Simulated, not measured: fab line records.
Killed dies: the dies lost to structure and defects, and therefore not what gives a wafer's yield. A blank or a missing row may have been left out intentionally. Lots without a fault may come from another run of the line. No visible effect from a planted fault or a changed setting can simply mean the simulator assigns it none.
fab line records + flow sky130
[record]
- lots = 13
- wafers = 39
- last-day = 48
route steps=708 shown NWELL@78 POLY_GATE@204 LI_CONTACT@386 LOCAL_INTERCONNECT@388
lots untouched by any fault: they come from a run of this same line in which no faults occurred
start-h: hours from the record's opening day to when the first of the lot's shown wafers began + wait-h: hours from the lot's prior step to this one + " same as the row above + L1.1+2: several wafers, shown together as one row + - no value, or no start was given + * or withheld: withheld + < > ~ a bound
route shown NAME@n: names a module that has steps shown in the file, with the first one's number in the route + usual: the fault-free wafers' mean and standard deviation + same: alike in all rows + chamber/n: place in a boat + sites: each site's reading + _std_site: the standard deviation of these + _edge_site: mean of outer sites minus mean of inner sites + radius-mm: for every site, how far away it sits from the centre of the wafer + mask NAME#n: copy n + behind: tool/chamber where the wafer was last shaped + hold: why the lot went on hold/how many hours it stayed there/how the hold came to an end + device: transistor that didn't switch, given as n, p or np + end of line: at the end of the route, the tests of the same wafers + where a step has no rows: the recipe by itself + killed: count of dies lost to structure and defects at first sort (not the wafer's yield) + map: per-die view of a wafer (x killed, . not killed, _ where there is no die)
set.NAME: the run value of the setting; set.NAME@STEP: its run value at that earlier step + model.NAME: the simulator's own value behind a step, which no gauge read
route steps across a sampled set of lots; one table per step, one row per wafer
services: a tool's chamber out of use, with start hour (start-h, from the record's first day; less than 0 if before it), hours out, and reason
[[steps]]
[step SKY_NWELL_STRIP_25]
[recipe]
- chemistry = O2/N2
- power-w = 1400
- pressure-mtorr = 1500
- platen-temp-c = withheld
- o2-flow-sccm = 3000
- n2-flow-sccm = 300
- overash-fraction = 0.5
[usual]
- drypump-motor-current-A = 5.7/0.38
- n2-flow-sccm = 300.1/0.85
- oes-product-au = 0.723/0.0045
- strip-time-to-endpoint-s = 36.92/0.094
[same]
- overash-fraction = 0.5
| lot.wafer | tool            | chamber | start-h | wait-h | drypump-motor-current-A | n2-flow-sccm | oes-product-au | rf-hours-counter-h | strip-time-to-endpoint-s |
|-----------|-----------------|---------|---------|--------|-------------------------|--------------|----------------|--------------------|--------------------------|
| L587.2    | plasma-asher-02 | 1       | 106.25  | 0.1    | 5.9                     | 300.2        | 0.721          | 29                 | 36.85                    |
| L587.3    | "               | 0       | "       | "      | 6.4                     | 300.3        | 0.721          | -                  | 36.95                    |
| L587.4    | "               | 1       | "       | "      | 5.9                     | 300.0        | 0.728          | -                  | 36.83                    |
| L588.2    | plasma-asher-04 | 0       | 110.83  | 0.1    | 5.6                     | 299.3        | 0.725          | 43                 | 36.78                    |
| L588.3    | "               | 1       | "       | "      | 5.7                     | 298.7        | 0.717          | -                  | 36.87                    |
| L588.4    | "               | 0       | "       | "      | 5.6                     | 300.3        | 0.727          | -                  | 36.80                    |
| L589.1    | plasma-asher-04 | 0       | 115.50  | 0.1    | 5.5                     | 300.4        | 0.716          | 43                 | 37.03                    |
| L589.4    | "               | 0       | "       | "      | 5.6                     | 299.5        | 0.726          | -                  | 36.94                    |
| L589.5    | "               | 1       | "       | "      | 5.7                     | 300.5        | 0.724          | -                  | 36.95                    |
| L591.1    | plasma-asher-04 | 0       | 130.63  | 0.1    | 5.6                     | 301.8        | 0.713          | 45                 | 36.91                    |
| L591.3    | "               | 0       | "       | "      | 5.5                     | 299.9        | 0.724          | -                  | 36.93                    |
| L591.6    | "               | 1       | "       | "      | 5.7                     | 298.5        | 0.722          | -                  | 37.02                    |
| L592.1    | plasma-asher-01 | 1       | 136.60  | 0.1    | 5.9                     | 299.7        | 0.724          | 2                  | 36.99                    |
| L592.2    | "               | 0       | "       | "      | 5.0                     | 300.4        | 0.718          | 2                  | 37.02                    |
| L592.6    | "               | 0       | "       | "      | 5.1                     | 300.2        | 0.726          | -                  | 37.04                    |
| L593.3    | plasma-asher-01 | 0       | 139.14  | 0.1    | 5.0                     | 299.7        | 0.728          | -                  | 36.93                    |
| L593.5    | "               | 1       | "       | "      | 5.9                     | 298.9        | 0.723          | -                  | 36.92                    |
| L593.6    | "               | 0       | "       | "      | 5.1                     | 300.9        | 0.717          | -                  | 36.90                    |
| L594.2    | plasma-asher-01 | 1       | 149.62  | 0.1    | 5.9                     | 299.7        | 0.728          | 4                  | 37.12                    |
| L594.5    | "               | 0       | "       | "      | 5.1                     | 299.6        | 0.723          | -                  | 37.10                    |
| L594.6    | "               | 1       | "       | "      | 5.9                     | 299.2        | 0.726          | -                  | 37.11                    |
| L595.1    | plasma-asher-04 | 0       | 152.52  | 0.1    | 5.6                     | 301.2        | 0.717          | 48                 | 36.92                    |
| L595.2    | "               | 1       | "       | "      | 5.8                     | 300.8        | 0.720          | 48                 | 36.91                    |
| L595.3    | "               | 1       | "       | "      | 5.7                     | 299.7        | 0.719          | -                  | 37.12                    |
| L596.1    | plasma-asher-04 | 0       | 157.42  | 0.1    | 5.5                     | 300.7        | 0.729          | 49                 | 36.93                    |
| L596.2    | "               | 1       | "       | "      | 5.7                     | 298.0        | 0.717          | 49                 | 36.93                    |
| L596.5    | "               | 1       | "       | "      | 5.7                     | 298.8        | 0.720          | -                  | 36.78                    |
| L597.1    | plasma-asher-04 | 0       | 164.62  | 0.1    | 5.6                     | 299.7        | 0.722          | 49                 | 37.00                    |
| L597.2    | "               | 1       | "       | "      | 5.7                     | 299.3        | 0.730          | 49                 | 36.90                    |
| L597.3    | "               | 0       | "       | "      | 5.5                     | 300.4        | 0.723          | -                  | 36.93                    |
| L598.1    | plasma-asher-01 | 1       | 171.22  | 0.1    | 5.9                     | 299.5        | 0.724          | 7                  | 36.83                    |
| L598.3    | "               | 1       | "       | "      | 5.9                     | 299.6        | 0.730          | -                  | 36.90                    |
| L598.4    | "               | 0       | "       | "      | 5.0                     | 299.6        | 0.721          | -                  | 36.84                    |
| L599.1    | plasma-asher-01 | 1       | 178.05  | 0.1    | 6.0                     | 300.6        | 0.721          | 8                  | 36.98                    |
| L599.3    | "               | 1       | "       | "      | 5.9                     | 300.9        | 0.725          | -                  | 36.94                    |
| L599.6    | "               | 1       | "       | "      | 5.9                     | 300.2        | 0.720          | -                  | 36.98                    |
| L603.4    | plasma-asher-02 | 0       | 202.81  | 0.1    | 6.4                     | 299.5        | 0.720          | -                  | 36.81                    |
| L603.5    | "               | 0       | "       | "      | 6.4                     | 299.7        | 0.717          | -                  | 36.72                    |
| L603.6    | "               | 1       | "       | "      | 5.9                     | 300.2        | 0.723          | -                  | 36.77                    |
[step SKY_POLY_GATE_CVD_00]
[recipe]
- material = poly-Si
- target-thk-nm = 180
- temp-c = 620
- time-s = 720
- pressure-mtorr = 200
[usual]
- spike-tc-bottom-C = 641.4/2.4
| lot.wafer | tool     | chamber | start-h | wait-h | spike-tc-bottom-C |
|-----------|----------|---------|---------|--------|-------------------|
| L587.2    | lpcvd-01 | 0       | 315.41  | 0.0    | 642.8             |
| L587.3    | "        | 0       | "       | "      | 643.8             |
| L587.4    | "        | 0       | "       | "      | 643.6             |
| L588.2    | lpcvd-01 | 0       | 319.68  | 0.0    | 644.5             |
| L588.3    | "        | 0       | "       | "      | 643.3             |
| L588.4    | "        | 0       | "       | "      | 641.3             |
| L589.1    | lpcvd-01 | 0       | 328.82  | 0.0    | 644.2             |
| L589.4    | "        | 0       | "       | "      | 642.9             |
| L589.5    | "        | 0       | "       | "      | 641.9             |
| L591.1    | lpcvd-01 | 1       | 360.99  | 0.0    | 639.7             |
| L591.3    | "        | 1       | "       | "      | 637.5             |
| L591.6    | "        | 1       | "       | "      | 636.9             |
| L592.1    | lpcvd-01 | 1       | 360.99  | 0.0    | 641.2             |
| L592.2    | "        | 1       | "       | "      | 640.0             |
| L592.6    | "        | 1       | "       | "      | 640.5             |
| L593.3    | lpcvd-01 | 0       | 360.99  | 0.0    | 642.9             |
| L593.5    | "        | 0       | "       | "      | 645.1             |
| L593.6    | "        | 0       | "       | "      | 642.9             |
| L594.2    | lpcvd-01 | 1       | 390.47  | 0.0    | 637.6             |
| L594.5    | "        | 1       | "       | "      | 639.1             |
| L594.6    | "        | 1       | "       | "      | 639.2             |
| L595.1    | lpcvd-01 | 0       | 398.19  | 0.0    | 643.5             |
| L595.2    | "        | 0       | "       | "      | 644.4             |
| L595.3    | "        | 0       | "       | "      | 640.7             |
| L596.1    | lpcvd-01 | 0       | 398.19  | 0.0    | 640.9             |
| L596.2    | "        | 0       | "       | "      | 642.4             |
| L596.5    | "        | 0       | "       | "      | 644.1             |
| L597.1    | lpcvd-01 | 1       | 408.21  | 0.0    | 638.1             |
| L597.2    | "        | 1       | "       | "      | 638.4             |
| L597.3    | "        | 1       | "       | "      | 638.7             |
| L598.1    | lpcvd-01 | 1       | 418.91  | 0.0    | 640.7             |
| L598.3    | "        | 1       | "       | "      | 640.3             |
| L598.4    | "        | 1       | "       | "      | 638.4             |
| L599.1    | lpcvd-01 | 0       | 428.80  | 0.0    | 643.9             |
| L599.3    | "        | 0       | "       | "      | 641.3             |
| L599.6    | "        | 0       | "       | "      | 643.2             |
| L603.4    | lpcvd-01 | 0       | 454.28  | 0.0    | 643.8             |
| L603.5    | "        | 0       | "       | "      | 643.7             |
| L603.6    | "        | 0       | "       | "      | 642.6             |
[step SKY_POLY_GATE_THK_MEAS_01]
[recipe]
- reads = poly-Si_of_POLY_GATE_CVD_00
[usual]
- POLY_GATE_CVD_00_THK = 180.3/1.3
| lot.wafer | tool          | chamber | start-h | wait-h | POLY_GATE_CVD_00_THK[nm] |
|-----------|---------------|---------|---------|--------|--------------------------|
| L587.2    | film-metro-03 | -       | 316.62  | 0.0    | 179.4                    |
| L587.3    | "             | -       | "       | "      | 180.2                    |
| L587.4    | "             | -       | "       | "      | 181.2                    |
| L588.2    | film-metro-03 | -       | 320.89  | 0.0    | 180.9                    |
| L588.3    | "             | -       | "       | "      | 180.3                    |
| L588.4    | "             | -       | "       | "      | 181.6                    |
| L589.1    | film-metro-04 | -       | 330.02  | 0.0    | 180.4                    |
| L589.4    | "             | -       | "       | "      | 181.4                    |
| L589.5    | "             | -       | "       | "      | 179.8                    |
| L591.1    | film-metro-02 | -       | 362.79  | 0.0    | 180.9                    |
| L591.3    | "             | -       | "       | "      | 179.2                    |
| L591.6    | "             | -       | "       | "      | 180.9                    |
| L592.1    | film-metro-03 | -       | 362.79  | 0.0    | 178.8                    |
| L592.2    | "             | -       | "       | "      | 179.7                    |
| L592.6    | "             | -       | "       | "      | 177.6                    |
| L593.3    | film-metro-04 | -       | 362.81  | 0.0    | 179.8                    |
| L593.5    | "             | -       | "       | "      | 179.6                    |
| L593.6    | "             | -       | "       | "      | 178.5                    |
| L594.2    | film-metro-02 | -       | 391.68  | 0.0    | 181.0                    |
| L594.5    | "             | -       | "       | "      | 180.8                    |
| L594.6    | "             | -       | "       | "      | 179.9                    |
| L595.1    | film-metro-04 | -       | 399.39  | 0.0    | 180.0                    |
| L595.2    | "             | -       | "       | "      | 178.7                    |
| L595.3    | "             | -       | "       | "      | 178.9                    |
| L596.1    | film-metro-02 | -       | 399.39  | 0.0    | 181.8                    |
| L596.2    | "             | -       | "       | "      | 180.3                    |
| L596.5    | "             | -       | "       | "      | 181.2                    |
| L597.1    | film-metro-03 | -       | 409.41  | 0.0    | 182.4                    |
| L597.2    | "             | -       | "       | "      | 182.8                    |
| L597.3    | "             | -       | "       | "      | 183.2                    |
| L598.1    | film-metro-02 | -       | 420.11  | 0.0    | 180.3                    |
| L598.3    | "             | -       | "       | "      | 181.7                    |
| L598.4    | "             | -       | "       | "      | 179.9                    |
| L599.1    | film-metro-03 | -       | 430.00  | 0.0    | 181.6                    |
| L599.3    | "             | -       | "       | "      | 181.0                    |
| L599.6    | "             | -       | "       | "      | 179.5                    |
| L603.4    | film-metro-02 | -       | 455.51  | 0.0    | 235.6                    |
| L603.5    | "             | -       | "       | "      | 234.3                    |
| L603.6    | "             | -       | "       | "      | 234.3                    |
[step SKY_POLY_GATE_ETCH_17]
[recipe]
- target-depth-nm = 180
- stop-on = SiO2
- over-etch-frac = 0.56667
- chemistry = HBr/Cl2
- target = poly-Si
- icp-w = 400
- bias-w = 100
- pressure-mtorr = 10
- HBr_flow_sccm = 150
- Cl2_flow_sccm = 50
- time-s = 70.5
[usual]
- drypump-motor-current-A = 5.6/0.58
- oes-product-au = 0.989/0.0067
- throttle-valve-pct = 33.684/0.009
| lot.wafer | tool      | chamber | start-h | wait-h | drypump-motor-current-A | oes-product-au | rf-hours-counter-h | throttle-valve-pct |
|-----------|-----------|---------|---------|--------|-------------------------|----------------|--------------------|--------------------|
| L587.2    | rie-si-01 | 1       | 373.70  | 0.0    | 6.0                     | 0.990          | 3                  | 33.693             |
| L587.3    | "         | 3       | "       | "      | 6.0                     | 0.996          | 3                  | 33.682             |
| L587.4    | "         | 2       | "       | "      | 5.6                     | 0.986          | 39                 | 33.683             |
| L588.2    | rie-si-02 | 2       | 376.30  | 0.0    | 5.3                     | 0.993          | 78                 | 33.676             |
| L588.3    | "         | 1       | "       | "      | 5.0                     | 0.987          | 83                 | 33.678             |
| L588.4    | "         | 3       | "       | "      | 6.7                     | 1.001          | -                  | 33.673             |
| L589.1    | rie-si-01 | 0       | 385.70  | 0.0    | 5.7                     | 0.990          | 2                  | 33.690             |
| L589.4    | "         | 1       | "       | "      | 6.0                     | 0.988          | 3                  | 33.668             |
| L589.5    | "         | 0       | "       | "      | 5.7                     | 0.985          | -                  | 33.677             |
| L592.1    | rie-si-01 | 0       | 419.48  | 0.0    | 5.7                     | 0.979          | 2                  | 33.676             |
| L592.2    | "         | 3       | "       | "      | 6.0                     | 0.978          | 3                  | 33.686             |
| L592.6    | "         | 0       | "       | "      | 5.7                     | 0.986          | -                  | 33.686             |
| L591.1    | rie-si-02 | 1       | 421.88  | 0.0    | 4.9                     | 0.989          | 0                  | 33.699             |
| L591.3    | "         | 0       | "       | "      | 4.8                     | 0.983          | 0                  | 33.699             |
| L591.6    | "         | 0       | "       | "      | 4.8                     | 0.996          | -                  | 33.687             |
| L593.3    | rie-si-01 | 1       | 422.23  | 0.0    | 6.0                     | 0.986          | 4                  | 33.666             |
| L593.5    | "         | 0       | "       | "      | 5.7                     | 0.995          | -                  | 33.692             |
| L593.6    | "         | 1       | "       | "      | 6.0                     | 0.986          | -                  | 33.688             |
| L594.2    | rie-si-01 | 2       | 455.05  | 0.0    | 5.6                     | 0.996          | 39                 | 33.692             |
| L594.5    | "         | 2       | "       | "      | 5.6                     | 0.994          | -                  | 33.676             |
| L594.6    | "         | 1       | "       | "      | 6.0                     | 0.985          | -                  | 33.676             |
| L596.1    | rie-si-02 | 2       | 463.88  | 0.0    | 5.4                     | 0.988          | 0                  | 33.691             |
| L596.2    | "         | 1       | "       | "      | 4.9                     | 0.993          | 1                  | 33.703             |
| L596.5    | "         | 1       | "       | "      | 4.9                     | 0.998          | -                  | 33.689             |
| L595.1    | rie-si-01 | 1       | 464.10  | 0.0    | 6.0                     | 0.992          | 4                  | 33.697             |
| L595.2    | "         | 2       | "       | "      | 5.6                     | 0.986          | 39                 | 33.690             |
| L595.3    | "         | 0       | "       | "      | 5.7                     | 0.990          | 2                  | 33.686             |
| L597.1    | rie-si-02 | 2       | 472.80  | 0.0    | 5.3                     | 0.991          | 0                  | 33.689             |
| L597.2    | "         | 3       | "       | "      | 6.7                     | 1.001          | 0                  | 33.701             |
| L597.3    | "         | 0       | "       | "      | 4.7                     | 1.006          | 1                  | 33.696             |
| L598.1    | rie-si-02 | 3       | 483.53  | 0.0    | 6.7                     | 0.994          | 0                  | 33.686             |
| L598.3    | "         | 2       | "       | "      | 5.4                     | 0.991          | 1                  | 33.689             |
| L598.4    | "         | 0       | "       | "      | 4.8                     | 0.992          | 1                  | 33.677             |
| L599.1    | rie-si-01 | 1       | 494.30  | 0.0    | 6.0                     | 0.994          | 4                  | 33.666             |
| L599.3    | "         | 2       | "       | "      | 5.6                     | 0.988          | 39                 | 33.679             |
| L599.6    | "         | 1       | "       | "      | 6.0                     | 0.982          | -                  | 33.681             |
| L603.4    | rie-si-01 | 3       | 518.68  | 0.0    | 6.0                     | 1.015          | 4                  | 33.676             |
| L603.5    | "         | 1       | "       | "      | 6.0                     | 1.012          | -                  | 33.692             |
| L603.6    | "         | 0       | "       | "      | 5.7                     | 1.004          | -                  | 33.689             |
[step SKY_LI_CONTACT_CMP_24]
[recipe]
- stop-on = PSG
- t-overpolish-s = 20
- down-force-psi = 3.5
- platen-rpm = 60
- target-thk-nm = 0
- pad-velocity-m-s = 0.94248
[usual]
- edge-zone-pressure-frac = 1.000/0.0046
- motor-current-A = 11.2/1.2
- overpolish-run-s = 19.999/0.0092
- time-to-endpoint-s = 97/3.3
| lot.wafer | tool   | chamber | start-h | wait-h | edge-zone-pressure-frac | motor-current-A | overpolish-run-s | time-to-endpoint-s |
|-----------|--------|---------|---------|--------|-------------------------|-----------------|------------------|--------------------|
| L587.3    | cmp-01 | 1       | 687.65  | 0.0    | 1.002                   | 12.0            | 20.017           | 96                 |
| L587.4    | "      | 2       | "       | "      | 0.989                   | 13.2            | 19.994           | 100                |
| L587.2    | "      | 0       | "       | "      | 0.996                   | 11.8            | 19.983           | 99                 |
| L588.2    | cmp-02 | 1       | 688.51  | 0.1    | 1.001                   | 9.9             | 19.999           | 100                |
| L588.4    | "      | 2       | "       | "      | 0.999                   | 9.9             | 19.993           | 102                |
| L588.3    | "      | 3       | "       | "      | 0.998                   | 10.1            | 20.002           | 99                 |
| L589.4    | cmp-01 | 3       | 700.28  | 0.4    | 1.006                   | 10.3            | 19.995           | 102                |
| L589.1    | "      | 0       | "       | "      | 0.994                   | 11.0            | 20.006           | 96                 |
| L589.5    | "      | 1       | "       | "      | 0.999                   | 11.9            | 20.012           | 93                 |
| L592.1    | cmp-01 | 2       | 728.21  | 0.1    | 0.993                   | 13.0            | 20.017           | 100                |
| L592.2    | "      | 3       | "       | "      | 0.995                   | 10.9            | 19.998           | 102                |
| L592.6    | "      | 2       | "       | "      | 0.994                   | 13.3            | 20.003           | 101                |
| L591.1    | cmp-02 | 1       | 728.66  | 0.1    | 1.001                   | 9.7             | 20.009           | 100                |
| L591.3    | "      | 3       | "       | "      | 0.994                   | 10.6            | 20.008           | 98                 |
| L591.6    | "      | 2       | "       | "      | 1.001                   | 9.7             | 19.988           | 101                |
| L593.3    | cmp-02 | 2       | 729.24  | 0.1    | 1.004                   | 10.0            | 19.995           | 93                 |
| L593.5    | "      | 0       | "       | "      | 1.008                   | 11.7            | 19.991           | 95                 |
| L593.6    | "      | 1       | "       | "      | 1.005                   | 10.7            | 20.011           | 98                 |
| L594.2    | cmp-02 | 0       | 758.26  | 0.0    | 1.001                   | 10.8            | 19.995           | 94                 |
| L594.6    | "      | 0       | "       | "      | 1.000                   | 12.1            | 19.991           | 96                 |
| L594.5    | "      | 1       | "       | "      | 1.002                   | 10.7            | 19.992           | 94                 |
| L596.1    | cmp-01 | 0       | 764.62  | 0.1    | 1.000                   | 10.6            | 19.994           | 99                 |
| L596.2    | "      | 1       | "       | "      | 0.994                   | 11.8            | 20.001           | 100                |
| L596.5    | "      | 3       | "       | "      | 1.011                   | 10.6            | 20.002           | 103                |
| L595.2    | cmp-01 | 1       | 767.31  | 0.0    | 0.998                   | 11.2            | 19.990           | 99                 |
| L595.1    | "      | 2       | "       | "      | 0.995                   | 13.2            | 20.002           | 98                 |
| L595.3    | "      | 3       | "       | "      | 1.001                   | 10.7            | 20.006           | 96                 |
| L597.1    | cmp-02 | 1       | 773.60  | 0.3    | 1.005                   | 10.3            | 20.008           | 92                 |
| L597.2    | "      | 2       | "       | "      | 1.001                   | 9.5             | 19.996           | 96                 |
| L597.3    | "      | 3       | "       | "      | 1.003                   | 10.6            | 19.992           | 97                 |
| L598.3    | cmp-02 | 3       | 783.15  | 0.2    | 1.005                   | 11.1            | 19.996           | 89                 |
| L598.1    | "      | 0       | "       | "      | 1.001                   | 11.4            | 19.997           | 96                 |
| L598.4    | "      | 1       | "       | "      | 1.000                   | 10.1            | 20.002           | 95                 |
| L599.1    | cmp-02 | 3       | 789.94  | 0.1    | 1.004                   | 10.5            | 20.006           | 96                 |
| L599.3    | "      | 0       | "       | "      | 1.001                   | 11.6            | 20.013           | 97                 |
| L599.6    | "      | 2       | "       | "      | 1.003                   | 9.8             | 20.002           | 93                 |
[step SKY_LOCAL_INTERCONNECT_RS_MEAS_01]
[recipe]
- thk-meas-gauge = four-point-probe
- reads = TiN_of_LOCAL_INTERCONNECT_SPUTTER_00
[usual]
- LOCAL_INTERCONNECT_TIN_RS = 14.15/0.15
| lot.wafer | tool          | chamber | start-h | wait-h | LOCAL_INTERCONNECT_TIN_RS[ohm/sq] |
|-----------|---------------|---------|---------|--------|-----------------------------------|
| L587.2    | film-metro-03 | -       | 688.04  | 0.1    | 14.28                             |
| L587.3    | "             | -       | "       | "      | 14.30                             |
| L587.4    | "             | -       | "       | "      | 14.35                             |
| L588.2    | film-metro-03 | -       | 688.84  | 0.1    | 14.31                             |
| L588.3    | "             | -       | "       | "      | 14.22                             |
| L588.4    | "             | -       | "       | "      | 14.19                             |
| L589.1    | film-metro-03 | -       | 700.54  | 0.0    | 13.92                             |
| L589.4    | "             | -       | "       | "      | 13.88                             |
| L589.5    | "             | -       | "       | "      | 13.89                             |
| L592.1    | film-metro-01 | -       | 728.52  | 0.0    | 14.48                             |
| L592.2    | "             | -       | "       | "      | 14.37                             |
| L592.6    | "             | -       | "       | "      | 14.56                             |
| L591.1    | film-metro-01 | -       | 729.02  | 0.0    | 14.17                             |
| L591.3    | "             | -       | "       | "      | 14.07                             |
| L591.6    | "             | -       | "       | "      | 14.01                             |
| L593.3    | film-metro-01 | -       | 729.54  | 0.1    | 14.13                             |
| L593.5    | "             | -       | "       | "      | 14.19                             |
| L593.6    | "             | -       | "       | "      | 14.22                             |
| L594.2    | film-metro-03 | -       | 758.64  | 0.1    | 13.89                             |
| L594.5    | "             | -       | "       | "      | 13.91                             |
| L594.6    | "             | -       | "       | "      | 13.86                             |
| L596.1    | film-metro-03 | -       | 764.94  | 0.0    | 14.15                             |
| L596.2    | "             | -       | "       | "      | 14.39                             |
| L596.5    | "             | -       | "       | "      | 14.04                             |
| L595.1    | film-metro-01 | -       | 767.67  | 0.0    | 14.14                             |
| L595.2    | "             | -       | "       | "      | 14.18                             |
| L595.3    | "             | -       | "       | "      | 14.16                             |
| L597.1    | film-metro-01 | -       | 773.91  | 0.0    | 13.98                             |
| L597.2    | "             | -       | "       | "      | 14.11                             |
| L597.3    | "             | -       | "       | "      | 14.02                             |
| L598.1    | film-metro-01 | -       | 783.46  | 0.0    | 14.00                             |
| L598.3    | "             | -       | "       | "      | 14.04                             |
| L598.4    | "             | -       | "       | "      | 13.93                             |
| L599.1    | film-metro-03 | -       | 790.25  | 0.0    | 14.24                             |
| L599.3    | "             | -       | "       | "      | 14.15                             |
| L599.6    | "             | -       | "       | "      | 14.11                             |
[[services]]
| tool      | chamber | start-h | hours | kind   |
|-----------|---------|---------|-------|--------|
| rie-si-01 | 0       | 97.33   | 18.5  | repair |
| cmp-02    | -       | 168.14  | 0.4   | repair |
| cmp-02    | -       | 211.29  | 0.2   | repair |
| cmp-02    | -       | 232.00  | 4.0   | pm     |
| rie-si-01 | 0       | 256.48  | 44.2  | repair |
| cmp-02    | -       | 260.28  | 0.5   | repair |
| cmp-02    | -       | 263.42  | 2.5   | repair |
| cmp-02    | -       | 295.52  | 2.5   | repair |
| lpcvd-01  | -       | 321.08  | 6.0   | pm     |
| cmp-02    | -       | 333.83  | 18.1  | pm     |
| cmp-02    | -       | 351.90  | 5.6   | pm     |
| lpcvd-01  | -       | 438.65  | 4.3   | pm     |
| rie-si-01 | 3       | 463.21  | 3.3   | repair |
| rie-si-01 | -       | 470.57  | 14.6  | pm     |
| cmp-02    | -       | 572.30  | 4.0   | pm     |
| lpcvd-01  | -       | 586.33  | 2.8   | pm     |
| rie-si-01 | 3       | 614.41  | 4.5   | repair |
| cmp-02    | -       | 615.76  | 3.8   | repair |
| lpcvd-01  | -       | 623.05  | 1.6   | repair |
| cmp-02    | -       | 658.26  | 5.4   | pm     |
| rie-si-01 | 0       | 708.10  | 6.0   | repair |
| rie-si-01 | 2       | 714.69  | 3.2   | repair |
| rie-si-01 | -       | 722.25  | 0.3   | repair |
| lpcvd-01  | -       | 722.35  | 2.5   | repair |
[[key]]
[first-sign]
- step = SKY_POLY_GATE_THK_MEAS_01
- reading = POLY_GATE_CVD_00_THK
- direction = up
- sigmas = 43
- usual = 180.3
- struck = 234.8
[effect]
- step = SKY_POLY_GATE_ETCH_17
- reading = oes-product-au
- direction = up
- sigmas = 3.2
- usual = 0.989
- struck = 1.010
met-at SKY_POLY_GATE_CVD_00
struck-lots L603
struck-wafers L603.4,L603.5,L603.6
later-rows-left-out L603.4,L603.5,L603.6
sort-left-out L603.4,L603.5,L603.6
tester-left-out L603
not-acting-at SKY_NWELL_STRIP_25,SKY_LI_CONTACT_CMP_24,SKY_LOCAL_INTERCONNECT_RS_MEAS_01
onset-between 428.80 454.28
also-fits time
[fault]
- kind = process-parameter-drift
- tool = lpcvd-01
- chamber = 0
- onset-h = 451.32
- steps = SKY_POLY_GATE_CVD_00
- channel = target-thk-nm
- offset = 56.54
- shape = step
- end-h = 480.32
- stated = 180
// tester-left-out: of these lots the tester's yield and bins aren't shown, on N5 and GAA mostly nor the transistor test; their killed dies are dies lost to structure and defects alone, not to doping, threshold or leakage, so they don't give the yield
// sort-left-out: the simulated sort isn't trusted on such a fault, so these wafers' sort isn't shown, and their yield isn't known
// later-rows-left-out: the simulator's readings of these wafers behind a module that went badly wrong aren't trusted and aren't shown, but for the sort
